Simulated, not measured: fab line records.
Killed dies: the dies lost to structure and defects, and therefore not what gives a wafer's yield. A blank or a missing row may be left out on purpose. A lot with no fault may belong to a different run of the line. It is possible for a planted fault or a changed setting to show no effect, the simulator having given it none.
Which tool did it? :: flow gf180mcu :: 12 lots with 36 wafers sampled at 5 steps, on a route of 602 steps

WHAT THE GAUGES SHOWED, per wafer
GF_PSD_CD_MEAS_07 targets a cd of 400 nm. Usual: cd nm at 400.7 nm, with a standard deviation of 2.2.
lot: L664
measured: day 14 00:13
on: cd sem-02
cd nm (nm): 401.3 403.6 398.5
flag: 

lot: L665
measured: day 14 06:40
on: cd sem-02
cd nm (nm): 404.1 404.4 402.6
flag: 

lot: L666
measured: day 14 18:37
on: cd sem-02
cd nm (nm): 401.0 399.7 396.2
flag: 

lot: L667
measured: day 14 23:50
on: cd sem-01
cd nm (nm): 398.6 400.2 398.0
flag: 

lot: L670
measured: day 16 05:58
on: cd sem-01
cd nm (nm): 399.9 403.8 404.8
flag: 

lot: L672
measured: day 16 19:42
on: cd sem-02
cd nm (nm): 398.8 399.5 399.5
flag: 

lot: L678
measured: day 19 05:48
on: cd sem-01
cd nm (nm): 400.4 401.0 399.6
flag: 

lot: L679
measured: day 19 23:48
on: cd sem-02
cd nm (nm): 398.0 398.7 399.1
flag: 

lot: L683
measured: day 20 21:18
on: cd sem-01
cd nm (nm): 398.0 398.1 396.9
flag: 

lot: L684
measured: day 21 09:03
on: cd sem-02
cd nm (nm): 401.8 404.9 405.6
flag: 

lot: L685
measured: day 21 10:42
on: cd sem-02
cd nm (nm): 399.9 397.4 398.3
flag: 

lot: L687
measured: day 22 03:12
on: cd sem-02
cd nm (nm): 402.9 401.4 400.8
flag: 

GF_CONTACT_OVL_MEAS_15. Usual: CONTACT_OVL gives 2 nm (standard deviation 5.9).
lot: L664
measured: day 15 21:20
on: overlay-02
CONTACT_OVL (nm): 11 14 10
flag: 

lot: L665
measured: day 16 04:24
on: overlay-02
CONTACT_OVL (nm): 7 3 1
flag: 

lot: L666
measured: day 16 16:04
on: overlay-01
CONTACT_OVL (nm): 2 0 -3
flag: 

lot: L667
measured: day 16 22:40
on: overlay-01
CONTACT_OVL (nm): -3 -2 1
flag: 

lot: L670
measured: day 18 06:50
on: overlay-02
CONTACT_OVL (nm): -1 0 2
flag: 

lot: L672
measured: day 18 21:29
on: overlay-02
CONTACT_OVL (nm): 6 6 -1
flag: 

lot: L678
measured: day 21 07:10
on: overlay-02
CONTACT_OVL (nm): 0 -2 3
flag: 

lot: L679
measured: day 22 01:32
on: overlay-01
CONTACT_OVL (nm): 0 8 0
flag: 

lot: L683
measured: day 22 22:19
on: overlay-02
CONTACT_OVL (nm): -2 0 -4
flag: 

lot: L684
measured: day 23 09:44
on: overlay-01
CONTACT_OVL (nm): 10 -1 3
flag: 

lot: L685
measured: day 23 11:05
on: overlay-02
CONTACT_OVL (nm): 0 -13 0
flag: 

lot: L687
measured: day 24 03:08
on: overlay-01
CONTACT_OVL (nm): 5 -7 -5
flag: 

WHAT TOOL EACH LOT RAN ON (gives the tool, then ch and the chambers of the sampled wafers, and finally the start)
lot: L664
GF_MVPSD_STRIP_10: plasma asher-02 ch 1, day 5 00:10
GF_DUAL_GATE_SOFTBAKE_07: litho track-01 ch 0, day 7 21:29
GF_DUAL_GATE_STRIP_13: plasma asher-03 ch 0,1, day 8 05:49

lot: L665
GF_MVPSD_STRIP_10: plasma asher-02 ch 0,1, day 5 04:19
GF_DUAL_GATE_SOFTBAKE_07: litho track-03 ch 0, day 8 01:18
GF_DUAL_GATE_STRIP_13: plasma asher-01 ch 0,1, day 8 09:17

lot: L666
GF_MVPSD_STRIP_10: plasma asher-02 ch 0,1, day 5 11:04
GF_DUAL_GATE_SOFTBAKE_07: litho track-02 ch 0, day 8 13:32
GF_DUAL_GATE_STRIP_13: plasma asher-03 ch 0,1, day 8 21:52

lot: L667
GF_MVPSD_STRIP_10: plasma asher-01 ch 0,1, day 5 18:04
GF_DUAL_GATE_SOFTBAKE_07: litho track-01 ch 0, day 8 17:17
GF_DUAL_GATE_STRIP_13: plasma asher-01 ch 1, day 9 00:59

lot: L670
GF_MVPSD_STRIP_10: plasma asher-02 ch 0,1, day 6 10:10
GF_DUAL_GATE_SOFTBAKE_07: litho track-02 ch 0, day 9 14:27
GF_DUAL_GATE_STRIP_13: plasma asher-01 ch 0,1, day 9 23:27

lot: L672
GF_MVPSD_STRIP_10: plasma asher-04 ch 0,1, day 6 22:19
GF_DUAL_GATE_SOFTBAKE_07: litho track-01 ch 0, day 10 03:39
GF_DUAL_GATE_STRIP_13: plasma asher-03 ch 0,1, day 10 13:15

lot: L678
GF_MVPSD_STRIP_10: plasma asher-01 ch 0,1, day 8 12:47
GF_DUAL_GATE_SOFTBAKE_07: litho track-01 ch 0, day 11 23:54
GF_DUAL_GATE_STRIP_13: plasma asher-04 ch 0,1, day 12 09:23

lot: L679
GF_MVPSD_STRIP_10: plasma asher-01 ch 0,1, day 8 21:47
GF_DUAL_GATE_SOFTBAKE_07: litho track-01 ch 0, day 12 13:30
GF_DUAL_GATE_STRIP_13: plasma asher-01 ch 0, day 12 23:34

lot: L683
GF_MVPSD_STRIP_10: plasma asher-01 ch 0,1, day 9 17:25
GF_DUAL_GATE_SOFTBAKE_07: litho track-02 ch 0, day 13 08:54
GF_DUAL_GATE_STRIP_13: plasma asher-04 ch 0,1, day 13 19:01

lot: L684
GF_MVPSD_STRIP_10: plasma asher-02 ch 0,1, day 10 00:22
GF_DUAL_GATE_SOFTBAKE_07: litho track-03 ch 0, day 13 17:16
GF_DUAL_GATE_STRIP_13: plasma asher-04 ch 0,1, day 14 03:35

lot: L685
GF_MVPSD_STRIP_10: plasma asher-04 ch 0,1, day 10 04:46
GF_DUAL_GATE_SOFTBAKE_07: litho track-03 ch 0, day 13 20:40
GF_DUAL_GATE_STRIP_13: plasma asher-04 ch 0,1, day 14 07:04

lot: L687
GF_MVPSD_STRIP_10: plasma asher-01 ch 0, day 10 17:32
GF_DUAL_GATE_SOFTBAKE_07: litho track-02 ch 0, day 14 10:45
GF_DUAL_GATE_STRIP_13: plasma asher-03 ch 0,1, day 14 21:52
- GF_MVPSD_STRIP_10: strips in O2/N2.
- GF_DUAL_GATE_SOFTBAKE_07: time 60 s.
- GF_DUAL_GATE_STRIP_13: strips in O2/N2.

WHAT THE TOOLS THEMSELVES READ (means of the sampled wafers that have a number; where no wafer has one, the mark that the record gives instead)
GF_MVPSD_STRIP_10. Usual: drypump motor current A 5.91 A, standard deviation 0.28; heater power w 330 W, standard deviation 48; n2 flow sccm 300.1 sccm, standard deviation 0.83; oes product au 0.722 a.u., standard deviation 0.0045; strip time to endpoint s 36.95 s, standard deviation 0.09.
lot: L664
tool: plasma asher-02
drypump motor current A (A): 5.30
heater power w (W): 350
n2 flow sccm (sccm): 299.5
oes product au (a.u.): 0.721
strip time to endpoint s (s): 36.93
flag: 

lot: L665
tool: plasma asher-02
drypump motor current A (A): 5.57
heater power w (W): 348
n2 flow sccm (sccm): 299.1
oes product au (a.u.): 0.722
strip time to endpoint s (s): 36.93
flag: 

lot: L666
tool: plasma asher-02
drypump motor current A (A): 5.57
heater power w (W): 356
n2 flow sccm (sccm): 300.0
oes product au (a.u.): 0.723
strip time to endpoint s (s): 36.86
flag: 

lot: L667
tool: plasma asher-01
drypump motor current A (A): 6.10
heater power w (W): 316
n2 flow sccm (sccm): 299.1
oes product au (a.u.): 0.722
strip time to endpoint s (s): 36.95
flag: 

lot: L670
tool: plasma asher-02
drypump motor current A (A): 5.83
heater power w (W): 342
n2 flow sccm (sccm): 300.3
oes product au (a.u.): 0.724
strip time to endpoint s (s): 36.96
flag: 

lot: L672
tool: plasma asher-04
drypump motor current A (A): 5.86
heater power w (W): 334
n2 flow sccm (sccm): 300.3
oes product au (a.u.): 0.722
strip time to endpoint s (s): 36.93
flag: 

lot: L678
tool: plasma asher-01
drypump motor current A (A): 6.10
heater power w (W): 290
n2 flow sccm (sccm): 299.5
oes product au (a.u.): 0.720
strip time to endpoint s (s): 36.76
flag: 

lot: L679
tool: plasma asher-01
drypump motor current A (A): 6.08
heater power w (W): 294
n2 flow sccm (sccm): 300.5
oes product au (a.u.): 0.726
strip time to endpoint s (s): 36.94
flag: 

lot: L683
tool: plasma asher-01
drypump motor current A (A): 6.11
heater power w (W): 313
n2 flow sccm (sccm): 300.6
oes product au (a.u.): 0.727
strip time to endpoint s (s): 36.97
flag: 

lot: L684
tool: plasma asher-02
drypump motor current A (A): 5.60
heater power w (W): 353
n2 flow sccm (sccm): 299.9
oes product au (a.u.): 0.722
strip time to endpoint s (s): 37.07
flag: 

lot: L685
tool: plasma asher-04
drypump motor current A (A): 5.83
heater power w (W): 375
n2 flow sccm (sccm): 299.9
oes product au (a.u.): 0.722
strip time to endpoint s (s): 36.99
flag: 

lot: L687
tool: plasma asher-01
drypump motor current A (A): 6.11
heater power w (W): 334
n2 flow sccm (sccm): 300.1
oes product au (a.u.): 0.723
strip time to endpoint s (s): 37.04
flag: 

GF_DUAL_GATE_SOFTBAKE_07. Usual: resist line temp C 22.99 C, standard deviation 0.1; run length s 89.16 s, standard deviation 0.099.
lot: L664
tool: litho track-01
resist line temp C (C): 23.05
run length s (s): 89.25
flag: 

lot: L665
tool: litho track-03
resist line temp C (C): 23.02
run length s (s): 89.11
flag: 

lot: L666
tool: litho track-02
resist line temp C (C): 22.95
run length s (s): 89.20
flag: 

lot: L667
tool: litho track-01
resist line temp C (C): 23.09
run length s (s): 89.08
flag: 

lot: L670
tool: litho track-02
resist line temp C (C): 23.00
run length s (s): 89.25
flag: 

lot: L672
tool: litho track-01
resist line temp C (C): 22.94
run length s (s): 89.25
flag: 

lot: L678
tool: litho track-01
resist line temp C (C): 23.00
run length s (s): 120.29
flag: OFF

lot: L679
tool: litho track-01
resist line temp C (C): 22.94
run length s (s): 120.14
flag: OFF

lot: L683
tool: litho track-02
resist line temp C (C): 22.91
run length s (s): 89.12
flag: 

lot: L684
tool: litho track-03
resist line temp C (C): 22.97
run length s (s): 89.28
flag: 

lot: L685
tool: litho track-03
resist line temp C (C): 23.01
run length s (s): 89.20
flag: 

lot: L687
tool: litho track-02
resist line temp C (C): 22.92
run length s (s): 89.17
flag: 

GF_DUAL_GATE_STRIP_13. Usual: drypump motor current A 6.14 A, standard deviation 0.29; heater power w 319 W, standard deviation 53; n2 flow sccm 300.1 sccm, standard deviation 0.9; oes product au 0.716 a.u., standard deviation 0.0052; strip time to endpoint s 12.41 s, standard deviation 0.03.
lot: L664
tool: plasma asher-03
drypump motor current A (A): 6.47
heater power w (W): 294
n2 flow sccm (sccm): 299.9
oes product au (a.u.): 0.715
strip time to endpoint s (s): 12.42
flag: 

lot: L665
tool: plasma asher-01
drypump motor current A (A): 6.11
heater power w (W): 296
n2 flow sccm (sccm): 299.6
oes product au (a.u.): 0.710
strip time to endpoint s (s): 12.39
flag: 

lot: L666
tool: plasma asher-03
drypump motor current A (A): 6.49
heater power w (W): 294
n2 flow sccm (sccm): 300.2
oes product au (a.u.): 0.719
strip time to endpoint s (s): 12.41
flag: 

lot: L667
tool: plasma asher-01
drypump motor current A (A): 6.12
heater power w (W): 272
n2 flow sccm (sccm): 299.7
oes product au (a.u.): 0.712
strip time to endpoint s (s): 12.44
flag: 

lot: L670
tool: plasma asher-01
drypump motor current A (A): 6.09
heater power w (W): 293
n2 flow sccm (sccm): 300.2
oes product au (a.u.): 0.716
strip time to endpoint s (s): 12.38
flag: 

lot: L672
tool: plasma asher-03
drypump motor current A (A): 6.55
heater power w (W): 293
n2 flow sccm (sccm): 300.1
oes product au (a.u.): 0.713
strip time to endpoint s (s): 12.44
flag: 

lot: L678
tool: plasma asher-04
drypump motor current A (A): 5.87
heater power w (W): 334
n2 flow sccm (sccm): 299.9
oes product au (a.u.): 0.715
strip time to endpoint s (s): 12.35
flag: 

lot: L679
tool: plasma asher-01
drypump motor current A (A): 6.11
heater power w (W): 330
n2 flow sccm (sccm): 301.1
oes product au (a.u.): 0.713
strip time to endpoint s (s): 12.31
flag: OFF

lot: L683
tool: plasma asher-04
drypump motor current A (A): 5.86
heater power w (W): 327
n2 flow sccm (sccm): 300.3
oes product au (a.u.): 0.720
strip time to endpoint s (s): 12.41
flag: 

lot: L684
tool: plasma asher-04
drypump motor current A (A): 5.86
heater power w (W): 333
n2 flow sccm (sccm): 299.6
oes product au (a.u.): 0.718
strip time to endpoint s (s): 12.43
flag: 

lot: L685
tool: plasma asher-04
drypump motor current A (A): 5.87
heater power w (W): 328
n2 flow sccm (sccm): 300.2
oes product au (a.u.): 0.715
strip time to endpoint s (s): 12.43
flag: 

lot: L687
tool: plasma asher-03
drypump motor current A (A): 6.48
heater power w (W): 292
n2 flow sccm (sccm): 300.7
oes product au (a.u.): 0.724
strip time to endpoint s (s): 12.35
flag: 

THE ANSWER, worked out from the rows above alone
Rule: a lot counts as off when the mean over its wafers that have a number is more than 3 standard deviations away from the usual mean. A lot without any number at a reading at which 4 lots or more have one is off too. Where the step has rows for the other lots, those lots are counted as sound. After the gauges, taken in route order, come the tools' own readings; for these a lot's mean is taken, as printed above. At the first step where some lot is off, the reading lying furthest off is the one used; lots without a number count as furthest.
Off at GF_DUAL_GATE_SOFTBAKE_07 (run length s): L678, L679.
If a tool, at that step or one of the process steps before it, ran each lot that is off and ran no sound lot following the first of them, it fits. One fits: GF_DUAL_GATE_SOFTBAKE_07 on litho track-01. Its last sound lot is L672 (day 10 03:39), its first lot that is off L678 (day 11 23:54): a fault that began between those two fits.
On the lots that are off, the tool's own readings at GF_DUAL_GATE_SOFTBAKE_07 differ by more than 5 times the standard deviation of the sound lots' means, which bears it out; run length s reads 120.22 s there versus 89.19 s on the sound lots.

WHAT WAS PUT IN BY THE SIMULATOR
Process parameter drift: litho track-01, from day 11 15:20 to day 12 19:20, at GF_DUAL_GATE_SOFTBAKE_07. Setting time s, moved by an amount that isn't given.
Struck lots among those shown: L678, L679. The rule above found the same.
